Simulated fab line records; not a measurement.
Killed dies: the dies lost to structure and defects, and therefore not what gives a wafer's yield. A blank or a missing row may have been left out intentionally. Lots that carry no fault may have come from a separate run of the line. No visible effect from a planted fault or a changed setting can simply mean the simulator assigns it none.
8D (eight disciplines) problem report, filled in by code | flow sky130 | the parts of the form that need people (team, actions taken, sign-off) are left out

== 1. THE PROBLEM ==
SD_N_RS at SKY_SD_N_RS_MEAS_16 reads a mean of 73.51 ohm/sq on 6 wafers of 2 lots; wafers without a fault read 68.57 ohm/sq with a standard deviation of 0.14. Relative to the usual mean, that is a shift of +35 standard deviations.
The step: measures by four-point-probe.
Seen first at day 30 10:09 on film-metro-02, wafer L626.1. The record holds 36 wafers of 12 lots with a number at this step. By rule, "out" or "out of limits" means more than 4 standard deviations away from the usual mean. Any other wafer with a number is counted as sound.

== 2. WHAT IT IS; WHAT IT IS NOT ==
question                    | is                           | is not
which readings at this step | SD_N_RS                      | -
which lots                  | L626, L628                   | L620, L627, L629, L635, L636, L638, L639, L640, L641, L642
which wafers of those lots  | all that have a number       | -
read on which gauges        | film-metro-02, film-metro-04 | film-metro-01
when                        | from day 30 10:09            | up to then (3 sound wafers); but 27 sound wafers of L627, L629, L635, L636, L638, L639, L640, L641, L642 came after

== 3. SUSPECTS, AND WHAT RULES EACH OUT ==
Counting: a tool stays on the suspect list if, at a process step up to the reading, it processed all lots that are out and no sound lot following the first of them.
- ruled out: the gauge at SKY_SD_N_RS_MEAS_16. The wafers that are out were read on 2 gauges (film-metro-02, film-metro-04).
- rie-diel-04 at SKY_POLY_CUT_ETCH_11 (etches Si3N4 in CF4/CH2F2/Ar, stops on poly-Si, time 42.5 s, target depth 60 nm): ruled out as a lasting fault. After its first lot that is out, L626 (day 26 20:20), sound lots L627, L629 ran on it.
- rtp-anneal-01 at SKY_SD_N_RTA_14 (time 2 s): ruled out as a lasting fault. After its first lot that is out, L626 (day 30 09:59), sound lots L636, L638, L640, L642 ran on it.
Left after counting: nothing in the record.

== 4. THE CAUSE (what the simulator had put in) ==
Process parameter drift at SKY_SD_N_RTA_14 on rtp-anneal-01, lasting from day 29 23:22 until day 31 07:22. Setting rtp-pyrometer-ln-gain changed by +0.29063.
Counting ruled it out, wrongly: the rule takes a fault to strike every lot that its tool runs from its start on, and this one did not.

== 5. THE EFFECT CHAIN, in route order ==
One row per reading whose mean, taken over the struck wafers that have a number, lies over 3 standard deviations from the usual. Only readings whose record carries a usual standard deviation are examined. hours: median over the lots of the time between each lot's start at the first step of this table that gives one and its start at this step. sigmas: the change, counted in usual standard deviations.
hours | step                | reading        | usual        | on struck wafers | change | sigmas
0     | SKY_SD_N_RTA_14     | lamp-power-pct | 15.73 %      | 14.62            | -1.11  | -23
0     | SKY_SD_N_RS_MEAS_16 | SD_N_RS        | 68.57 ohm/sq | 73.51            | +4.94  | +35
0     | SKY_SD_N_RS_MEAS_17 | SD_P_RS        | 147.1 ohm/sq | 177.6            | +30.5  | +82
Its process steps:
- SKY_SD_N_RTA_14: time 2 s.
Later steps that measure or inspect, where all struck wafers having a row at the step show a number for every such reading and not one has moved that far: SKY_SD_N_RS_MEAS_18.

== 6. HOW IT WOULD HAVE BEEN CAUGHT EARLIER ==
Counted from the fault's start at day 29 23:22, it took 11 hours until the first out-of-limits reading at a measuring or inspecting step in this record, taken at day 30 10:09.
At SKY_SD_N_RTA_14, the tool's own readings (lamp-power-pct) were out on each struck wafer the step has a row for, so an alarm limit on them would have fired on the first such wafer.
